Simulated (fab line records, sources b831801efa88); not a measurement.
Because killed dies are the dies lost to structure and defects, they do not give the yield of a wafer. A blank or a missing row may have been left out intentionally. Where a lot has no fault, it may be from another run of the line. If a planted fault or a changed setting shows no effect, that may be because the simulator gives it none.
One fault seen from 2 desks :: flow gf180mcu :: what lay behind the numbers comes last; until then each desk has only its own

FOR THE TOOL OWNER'S DESK: pvd sputter-02
The tool's own readings at GF_V1_SPUTTER_22 (material TiN, target thk 10 nm, time 40 s): means of the sampled wafers that have a number, for each lot that ran on this tool. A lot is out of limits, marked OUT, if its mean lies more than 4 standard deviations from the usual mean; the brackets give that distance.
Columns: A = cathode dc power W at GF_V1_SPUTTER_22, usual 4000.1 W; B = throttle valve pct at GF_V1_SPUTTER_22, usual 30.1 %
lot: L524
first seen here: day 19 03:36
A: 4000.9
B: 30.0

lot: L526
first seen here: day 19 09:42
A: 4000.2
B: 30.0

lot: L527
first seen here: day 20 02:27
A: 4000.1
B: 29.9

lot: L529
first seen here: day 21 02:11
A: 4080.9 (+99 or more) OUT
B: 29.9

lot: L531
first seen here: day 21 10:02
A: 4080.5 (+99 or more) OUT
B: 29.5

lot: L539
first seen here: day 24 00:24
A: 3999.1
B: 29.8

lot: L544
first seen here: day 25 14:30
A: 4000.4
B: 29.2

lot: L545
first seen here: day 25 17:39
A: 4000.8
B: 29.9

lot: L546
first seen here: day 25 21:30
A: 3999.7
B: 29.7
This desk's verdict: out of limits on L529, L531, starting with L529 at day 21 02:11 (cathode dc power W at GF_V1_SPUTTER_22). In limits: L524, L526, L527, L539, L544, L545, L546.

METROLOGY DESK
Means of the sampled wafers that have a number, per lot and without regard to the tool the lot ran on: this is what the gauges read. A lot is out of limits, marked OUT, if its mean lies more than 4 standard deviations from the usual mean; the brackets give that distance.
Columns: A = V1_W_RS at GF_V1_RS_MEAS_24, usual 0.328 ohm/sq; B = M2_ALCU_RS at GF_M2_RS_MEAS_05, usual 0.0697 ohm/sq
lot: L524
first seen here: day 19 03:47
A: 0.327
B: 0.0700

lot: L526
first seen here: day 19 09:51
A: 0.328
B: 0.0698

lot: L527
first seen here: day 20 02:36
A: 0.331
B: 0.0702

lot: L529
first seen here: day 21 02:23
A: 0.325
B: 0.0702

lot: L531
first seen here: day 21 10:11
A: 0.324
B: 0.0703

lot: L539
first seen here: day 24 00:33
A: 0.331
B: 0.0681

lot: L540
first seen here: day 24 10:27
A: 0.329
B: 0.0695

lot: L541
first seen here: day 24 13:47
A: 0.327
B: 0.0695

lot: L542
first seen here: day 24 19:16
A: 0.333
B: 0.0702

lot: L543
first seen here: day 25 05:01
A: 0.331
B: 0.0693

lot: L544
first seen here: day 25 14:39
A: 0.326
B: 0.0710

lot: L545
first seen here: day 25 17:48
A: 0.325
B: 0.0699

lot: L546
first seen here: day 25 21:41
A: 0.326
B: 0.0700
Result from this desk: across the 13 lots, nothing is out of limits.

PUT TOGETHER
The tool owner's desk had the chance to raise an alarm at day 21 02:11 on L529, L531.
From the metrology desk's view, nothing was out of limits.
The metrology desk holds a record of L529, L531, inside its limits.
On pvd sputter-02, each named lot ran GF_V1_SPUTTER_22.

WHAT WAS PUT IN BY THE SIMULATOR
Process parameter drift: pvd sputter-02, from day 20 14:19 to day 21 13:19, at GF_V1_SPUTTER_22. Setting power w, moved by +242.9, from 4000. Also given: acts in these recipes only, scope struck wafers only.
Shown lots that were struck: L529, L531.
Delay in hours, fault start to first out-of-limits reading, by desk: the tool owner's desk at 12.
